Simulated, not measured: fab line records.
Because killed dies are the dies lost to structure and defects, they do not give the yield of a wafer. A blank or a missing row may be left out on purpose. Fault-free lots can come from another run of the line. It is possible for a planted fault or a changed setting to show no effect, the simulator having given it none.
Which of the tools did it? | flow sky130 | 13 lots, 39 wafers sampled, at 4 steps of a route of 708

## WHAT THE GAUGES READ, wafer by wafer
SKY_METAL3_OVL_MEAS_14. Usual: for METAL3_OVL the level is 4 nm and the standard deviation is 6.9.
lot  | measured     | on         | METAL3_OVL (nm) | flag
L287 | day 38 18:12 | overlay-02 | -1 -4 -4        | 
L289 | day 39 10:45 | overlay-01 | 8 4 2           | 
L290 | day 39 00:31 | overlay-01 | -5 0 -13        | 
L291 | day 39 15:17 | overlay-01 | 2 7 0           | 
L292 | day 39 23:26 | overlay-02 | 2 6 1           | 
L293 | day 40 18:23 | overlay-01 | 5 8 11          | 
L294 | day 40 19:20 | overlay-02 | 15 18 10        | 
L295 | day 40 20:36 | overlay-01 | -3 -3 5         | 
L296 | day 41 04:56 | overlay-01 | -4 -5 -5        | 
L297 | day 41 10:56 | overlay-02 | 7 2 4           | 
L298 | day 41 17:05 | overlay-01 | 10 8 3          | 
L303 | day 43 13:11 | overlay-01 | -4 0 4          | 
L306 | day 43 23:29 | overlay-02 | 6 7 -5          | 

SKY_METAL5_RS_MEAS_05: the measuring method here is four-point-probe. Usual: for METAL5_ALCU_RS the level is 0.02708 ohm/sq and the standard deviation is 0.00025.
lot  | measured     | on           | METAL5_ALCU_RS (ohm/sq) | flag
L287 | day 43 01:37 | filmMetro-01 | 0.02765 0.02728 0.0275  | 
L289 | day 43 17:53 | filmMetro-02 | 0.02699 0.0267 0.02658  | 
L290 | day 43 07:23 | filmMetro-01 | 0.02716 0.02688 0.02674 | 
L291 | day 43 21:29 | filmMetro-04 | 0.02705 0.02742 0.02723 | 
L292 | day 44 05:19 | filmMetro-02 | 0.02659 0.02702 0.02705 | 
L293 | day 44 22:20 | filmMetro-01 | 0.02713 0.02743 0.02737 | 
L294 | day 44 22:38 | filmMetro-04 | 0.02696 0.0267 0.02663  | 
L295 | day 44 23:41 | filmMetro-04 | 0.02718 0.02681 0.02714 | 
L296 | day 45 09:02 | filmMetro-02 | 0.0276 0.02739 0.02709  | 
L297 | day 45 11:55 | filmMetro-02 | 0.02717 0.02687 0.02712 | 
L298 | day 45 18:33 | filmMetro-04 | 0.02721 0.02777 0.02732 | 
L303 | day 47 09:25 | filmMetro-04 | 0.02711 0.02713 0.02718 | 
L306 | day 47 16:59 | filmMetro-01 | 0.02713 0.02736 0.02726 | 

## WHAT TOOL EACH LOT RAN ON (gives the tool, then ch and the chambers of the sampled wafers, and finally the start)
lot  | SKY_FIELD_ISO_ETCH_17          | SKY_METAL3_SPUTTER_01
L287 | rieSi-01 ch 1,3, day 2 11:20   | pvdSputter-02, day 36 15:48
L289 | rieSi-02 ch 1,2,3, day 2 20:14 | pvdSputter-01, day 37 08:45
L290 | rieSi-02 ch 0,1,3, day 3 01:12 | pvdSputter-01, day 36 21:06
L291 | rieSi-01 ch 1,2,3, day 3 07:17 | pvdSputter-03, day 37 12:14
L292 | rieSi-01 ch 0,1,3, day 3 11:59 | pvdSputter-01, day 37 21:40
L293 | rieSi-02 ch 0,2, day 3 17:20   | pvdSputter-02, day 38 16:43
L294 | rieSi-02 ch 0,3, day 3 23:44   | pvdSputter-03, day 38 17:43
L295 | rieSi-01 ch 0,1,3, day 4 05:06 | pvdSputter-02, day 38 19:16
L296 | rieSi-02 ch 0,1,2, day 4 09:33 | pvdSputter-03, day 39 03:44
L297 | rieSi-02 ch 1,2,3, day 4 13:53 | pvdSputter-02, day 39 10:34
L298 | rieSi-02 ch 1,2,3, day 4 19:17 | pvdSputter-02, day 39 15:57
L303 | rieSi-01 ch 0,2, day 5 22:39   | pvdSputter-02, day 41 12:55
L306 | rieSi-01 ch 1,3, day 6 13:34   | pvdSputter-01, day 42 00:01
- SKY_FIELD_ISO_ETCH_17: etches Si in HBr/Cl2/O2, target depth 342 nm, time 97.7 s.
- SKY_METAL3_SPUTTER_01: material TiN, target thk 20 nm, time 16.7 s.

## WHAT THE TOOLS THEMSELVES READ (means of the sampled wafers that have a number; where no wafer has one, the mark that the record gives instead)
SKY_FIELD_ISO_ETCH_17. Usual: drypumpMotorCurrentA 5.7 A, standard deviation 0.39; oesProductAu 1.008 a.u., standard deviation 0.0091; throttleValvePct 25.651 %, standard deviation 0.01.
lot  | tool     | drypumpMotorCurrentA (A) | oesProductAu (a.u.) | throttleValvePct (%) | flag
L287 | rieSi-01 | 6.2                      | 1.004               | 25.650               | 
L289 | rieSi-02 | 5.6                      | 1.007               | 25.656               | 
L290 | rieSi-02 | 5.4                      | 1.015               | 25.638               | 
L291 | rieSi-01 | 6.0                      | 1.004               | 25.651               | 
L292 | rieSi-01 | 5.9                      | 1.007               | 25.655               | 
L293 | rieSi-02 | 5.4                      | 1.022               | 25.643               | 
L294 | rieSi-02 | 5.5                      | 1.004               | 25.649               | 
L295 | rieSi-01 | 5.8                      | 0.995               | 25.657               | 
L296 | rieSi-02 | 5.5                      | 1.013               | 25.652               | 
L297 | rieSi-02 | 5.6                      | 1.008               | 25.656               | 
L298 | rieSi-02 | 5.6                      | 1.005               | 25.658               | 
L303 | rieSi-01 | 5.9                      | 1.012               | 25.644               | 
L306 | rieSi-01 | 6.2                      | 0.996               | 25.659               | 

SKY_METAL3_SPUTTER_01. Usual: throttleValvePct 30.4 %, standard deviation 1.3.
lot  | tool          | throttleValvePct (%) | flag
L287 | pvdSputter-02 | 31.6                 | 
L289 | pvdSputter-01 | 30.7                 | 
L290 | pvdSputter-01 | 30.5                 | 
L291 | pvdSputter-03 | 30.8                 | 
L292 | pvdSputter-01 | 29.6                 | 
L293 | pvdSputter-02 | 29.9                 | 
L294 | pvdSputter-03 | 30.2                 | 
L295 | pvdSputter-02 | 30.0                 | 
L296 | pvdSputter-03 | 30.9                 | 
L297 | pvdSputter-02 | 30.6                 | 
L298 | pvdSputter-02 | 30.6                 | 
L303 | pvdSputter-02 | 30.5                 | 
L306 | pvdSputter-01 | 32.6                 | 

## THE ANSWER, worked out from the rows above alone
Rule: a lot counts as off when the mean over its wafers that have a number is more than 3 standard deviations away from the usual mean. Also off: a lot with no number at a reading for which 4 or more lots have one. The other lots that the step has rows for count as sound. After the gauges, taken in route order, come the tools' own readings; for these a lot's mean is taken, as printed above. At the first step where some lot is off, the reading lying furthest off is the one used; lots without a number count as furthest.
Across all readings shown, no lot is off: no conclusion can be drawn from this.

## WHAT THE SIMULATOR HAD INSERTED
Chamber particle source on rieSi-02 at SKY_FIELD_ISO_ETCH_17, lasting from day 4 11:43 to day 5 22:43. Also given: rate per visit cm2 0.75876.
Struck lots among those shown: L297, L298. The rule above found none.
